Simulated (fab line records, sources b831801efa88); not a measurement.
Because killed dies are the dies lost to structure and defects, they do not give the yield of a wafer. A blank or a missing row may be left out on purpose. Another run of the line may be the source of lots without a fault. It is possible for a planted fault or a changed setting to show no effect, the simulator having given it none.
fab line records ; flow sfqLine
[record] lots = 14; wafers = 42; lastDay = 86
route steps=325 shown L0@12
lots with no fault: from the same line, run without faults
startH: start of the lot's first displayed wafer, in hours after the record's first day ; waitH: hours since the lot's step before ; " identical to the entry in the row above ; L1.1+2: a single row standing in for several wafers ; - either no value or no given start ; * or withheld: withheld ; < > ~ a bound
route shown NAME@n: a module of which the file shows steps, and the number in the route of the first ; usual: mean/standard deviation of fault-free wafers ; same: alike in all rows ; chamber/n: place in a boat ; sites: readings site by site ; _std_site: how widely they spread, as a standard deviation ; _edge_site: outer sites' mean less inner sites' ; radiusMm: how far each site lies from the wafer's centre ; mask NAME#n: copy n ; behind: the last tool/chamber to shape the wafer ; hold: why the lot went on hold/how many hours it stayed there/how the hold came to an end ; device: transistor that didn't switch, given as n, p or np ; end of line: the same wafers' tests at the end of the route ; a step given without rows: its recipe and nothing more ; killed: dies lost to structure and defects at the first sort, not the wafer's yield ; map: a wafer's dies, marking killed ones x, the rest . and places with no die _
set.NAME: the setting as run; set.NAME@STEP: as run at that earlier step ; model.NAME: the simulator's own value behind a step, which no gauge read
one table for each step of the route and one row for each wafer, over a sample of lots
services: a tool's chamber out of use, with start hour (startH, from the record's first day; less than 0 if before it), hours out, and reason
[[steps]]
[step SFQ_TRILAYER_L0_BARC_OPEN_METAL_ETCH_010]
[recipe] maskMaterial = PR; chemistry = O2; targetDepthNm = 125; target = BARC; icpW = 600; biasW = 80; pressureMtorr = 10; timeS = 41.7
[usual] drypumpMotorCurrentA = 5.6/0.49; oesProductAu = 0.685/0.0044; runLengthS = 69.7/0.41
lot.wafer;tool;chamber;startH;waitH;drypumpMotorCurrentA;oesProductAu;rfHoursCounterH;runLengthS
L158.2;rieMetal-04;1;57.23;0.1;5.8;0.681;-;69.3
L158.4;rieMetal-04;1;57.23;0.1;5.8;0.683;-;69.3
L158.5;rieMetal-04;1;57.23;0.1;5.8;0.689;-;69.5
L159.3;rieMetal-01;1;63.45;0.1;6.2;0.690;-;69.1
L159.4;rieMetal-01;0;63.45;0.1;5.3;0.685;-;69.9
L159.6;rieMetal-01;0;63.45;0.1;5.3;0.687;-;69.9
L160.3;rieMetal-02;0;69.25;0.1;6.1;0.681;-;69.7
L160.5;rieMetal-02;0;69.25;0.1;6.1;0.681;-;69.8
L160.6;rieMetal-02;0;69.25;0.1;6.2;0.695;-;69.4
L161.3;rieMetal-02;0;76.70;0.1;6.1;0.682;-;69.8
L161.5;rieMetal-02;0;76.70;0.1;6.1;0.687;-;69.6
L161.6;rieMetal-02;0;76.70;0.1;6.1;0.684;-;69.4
L162.2;rieMetal-02;0;84.81;0.1;6.1;0.688;16;69.4
L162.3;rieMetal-02;1;84.81;0.1;5.2;0.688;-;70.2
L162.4;rieMetal-02;0;84.81;0.1;6.1;0.692;-;69.5
L165.1;rieMetal-01;1;105.31;0.1;6.2;0.686;208;69.0
L165.4;rieMetal-01;0;105.31;0.1;5.3;0.676;-;70.3
L165.6;rieMetal-01;0;105.31;0.1;5.3;0.681;-;70.0
L170.1;rieMetal-04;1;145.15;0.1;5.7;0.691;11;69.4
L170.4;rieMetal-04;0;145.15;0.1;4.8;0.996;-;45.5
L170.6;rieMetal-04;1;145.15;0.1;5.8;0.683;-;69.0
L171.2;rieMetal-04;1;149.95;0.1;5.8;0.688;12;69.1
L171.3;rieMetal-04;1;149.95;0.1;5.8;0.690;-;69.1
L171.6;rieMetal-04;0;149.95;0.1;4.8;0.990;-;45.7
L173.2;rieMetal-01;0;161.95;0.1;5.3;0.687;53;70.1
L173.3;rieMetal-01;1;161.95;0.1;6.2;0.680;-;69.1
L173.6;rieMetal-01;0;161.95;0.1;5.3;0.688;-;70.5
L174.4;rieMetal-02;1;167.97;0.1;5.2;0.687;-;69.9
L174.5;rieMetal-02;1;167.97;0.1;5.2;0.677;-;69.9
L174.6;rieMetal-02;0;167.97;0.1;6.1;0.684;-;69.6
L175.1;rieMetal-02;1;177.39;0.1;5.2;0.685;16;69.9
L175.3;rieMetal-02;1;177.39;0.1;5.2;0.690;-;69.9
L175.4;rieMetal-02;0;177.39;0.1;6.1;0.683;-;69.6
L178.1;rieMetal-02;0;200.32;0.1;6.1;0.679;35;69.5
L178.3;rieMetal-02;0;200.32;0.1;6.1;0.684;-;70.1
L178.4;rieMetal-02;1;200.32;0.1;5.1;0.680;-;70.2
L179.1;rieMetal-01;1;207.52;0.1;6.2;0.691;9;69.5
L179.3;rieMetal-01;0;207.52;0.1;5.3;0.688;-;70.0
L179.4;rieMetal-01;1;207.52;0.1;6.2;0.692;-;69.2
L180.3;rieMetal-01;1;215.94;0.1;6.2;0.685;-;69.6
L180.5;rieMetal-01;0;215.94;0.1;5.3;0.687;-;70.2
L180.6;rieMetal-01;1;215.94;0.1;6.2;0.691;-;69.1
[[services]]
tool;chamber;startH;hours;kind
rieMetal-01;1;36.98;4.4;repair
rieMetal-04;0;40.55;-;clean
rieMetal-04;0;40.55;17.7;scheduledDown
rieMetal-04;0;40.55;17.7;ventCycle
rieMetal-02;1;54.43;-;clean
rieMetal-02;1;54.43;-;consumableReplace:focusRing
rieMetal-02;1;54.43;27.1;scheduledDown
rieMetal-02;1;54.43;27.1;ventCycle
rieMetal-01;0;57.73;3.2;repair
rieMetal-04;1;58.63;-;clean
rieMetal-04;1;58.63;-;consumableReplace:focusRing
rieMetal-04;1;58.63;17.2;scheduledDown
rieMetal-04;1;58.63;17.2;ventCycle
rieMetal-01;-;102.58;0.2;repair
rieMetal-01;0;115.72;2.1;repair
rieMetal-01;1;118.92;-;clean
rieMetal-01;1;118.92;-;consumableReplace:focusRing
rieMetal-01;1;118.92;21.3;scheduledDown
rieMetal-01;1;118.92;21.3;ventCycle
[[key]]
[firstSign] step = SFQ_TRILAYER_L0_BARC_OPEN_METAL_ETCH_010; reading = oesProductAu; direction = up; sigmas = 70; usual = 0.685; struck = 0.993
[effect] step = SFQ_TRILAYER_L0_BARC_OPEN_METAL_ETCH_010; reading = runLengthS; direction = down; sigmas = 59; usual = *; struck = *
metAt SFQ_TRILAYER_L0_BARC_OPEN_METAL_ETCH_010
struckLots L170,L171
struckWafers L170.4,L171.6
[fault] kind = processParameterDrift; tool = rieMetal-04; chamber = 0; onsetH = 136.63; steps = SFQ_TRILAYER_L0_BARC_OPEN_METAL_ETCH_010; channel = timeS; offset = *; shape = step; endH = 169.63; actsIn = *; stated = *
